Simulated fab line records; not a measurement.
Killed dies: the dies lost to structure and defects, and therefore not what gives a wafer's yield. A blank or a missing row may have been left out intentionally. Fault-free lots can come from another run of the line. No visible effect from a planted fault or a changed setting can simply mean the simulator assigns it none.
The tool behind it: which one? | flow sky130 | 6 lots, 18 wafers sampled, at 2 steps of a route of 708

== WHAT EACH GAUGE READ, for each wafer ==
SKY_METAL4_CD_MEAS_13: target cd 300 nm.
lot  | measured     | on        | cd nm (nm)
L811 | day 43 07:23 | cd sem-02 | 298.8 298.7 300.1
L814 | day 44 09:22 | cd sem-01 | 298.9 299.1 298.7
L817 | day 44 19:13 | cd sem-02 | 298.4 297.9 297.7
L820 | day 45 11:25 | cd sem-01 | 299.5 300.8 299.6
L826 | day 46 18:11 | cd sem-01 | 301.7 301.6 301.1
L831 | day 47 20:40 | cd sem-02 | 299.0 300.0 300.8

== TOOL THAT RAN EACH LOT (tool first, then ch and the chambers of the sampled wafers, then the start) ==
lot  | SKY_VIA1_CLEAN_19
L811 | wet bench-03 ch 0, day 35 14:47
L814 | wet bench-02 ch 0, day 36 17:59
L817 | wet bench-02 ch 3, day 37 06:50
L820 | wet bench-01 ch 1, day 38 03:42
L826 | wet bench-03 ch 0, day 39 19:06
L831 | wet bench-01 ch 0, day 41 00:53
- SKY_VIA1_CLEAN_19: cleans in O3/DIW.

== THE ANSWER, worked out from the rows above alone ==
Rule: the lots themselves supply what counts as usual. Put in order of their means at a reading, lots are off if they are a third of the lots or fewer, leave a main group of 4 or more, and stand apart from it by a gap of 3 or more times the standard deviation of the main group's means; of several such gaps the widest counts. Not used: any main group whose means are identical at the precision the tables above print for the reading. A lot without any number at a reading at which 4 lots or more have one is off too. Any other lot the step has rows for is counted as sound.
No lot is off at any reading shown: from this, nothing can be told.

== WHAT THE SIMULATOR HAD INSERTED ==
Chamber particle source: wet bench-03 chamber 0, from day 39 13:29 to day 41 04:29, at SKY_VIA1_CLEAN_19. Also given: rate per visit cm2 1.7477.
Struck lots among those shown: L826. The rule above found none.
